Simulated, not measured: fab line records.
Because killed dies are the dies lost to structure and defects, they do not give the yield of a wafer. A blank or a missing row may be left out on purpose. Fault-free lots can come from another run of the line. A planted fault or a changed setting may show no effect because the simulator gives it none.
Matching of chambers + flow sky130 + rieDiel-04 running SKY_LI_CONTACT_ETCH_15: 4 sister chambers
The step etches PSG in C4F8/O2/Ar, stops on Si, target depth 600 nm. 7 wafers are shown with their chamber, then 7 later ones without.

WAFERS PAIRED WITH THEIR CHAMBERS
| wafer  | chamber | oesProductAu (a.u.) |
|--------|---------|---------------------|
| L077.2 | 0       | 0.836               |
| L079.6 | 1       | 0.832               |
| L090.2 | 3       | 0.837               |
| L090.4 | 3       | 0.835               |
| L090.5 | 2       | 0.830               |
| L093.1 | 1       | 0.838               |
| L093.3 | 2       | 0.827               |

WAFERS WITHOUT THEIR CHAMBER
| wafer  | oesProductAu (a.u.) |
|--------|---------------------|
| L093.6 | 0.830               |
| L094.1 | 0.840               |
| L094.2 | 0.836               |
| L094.3 | 0.836               |
| L097.2 | 0.836               |
| L097.3 | 0.832               |
| L097.6 | 0.849               |

CHAMBER TAKEN BY EACH
| wafer  | from the rows above               | in truth |
|--------|-----------------------------------|----------|
| L093.6 | can't be placed: 2 or 1 or 0 or 3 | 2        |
| L094.1 | can't be placed: 0 or 3 or 1      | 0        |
| L094.2 | can't be placed: 0 or 3 or 1      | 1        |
| L094.3 | can't be placed: 0 or 3 or 1      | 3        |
| L097.2 | can't be placed: 0 or 3 or 1      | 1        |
| L097.3 | can't be placed: 1 or 2 or 0 or 3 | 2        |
| L097.6 | can't be placed: 0 or 3 or 1      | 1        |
Placed correctly: 0 of 7. Unplaceable from these rows: 7, with the true chamber sitting among the candidates in 7. Number placed wrongly: 0.
How it was worked out, from the rows above alone: a wafer's distance from a chamber is the root of the sum, over the readings, of the square of ((its reading less the chamber's mean) divided by the reading's scatter). The wafer belongs to the nearest chamber; if the next one is less than 2 further off, it can't be placed. The mean given for a chamber averages the wafers shown for that chamber. How the scatter is found: for the shown wafers, subtract from each reading the mean of its chamber, square and add these, divide the total by (wafers less chambers), then take the root.
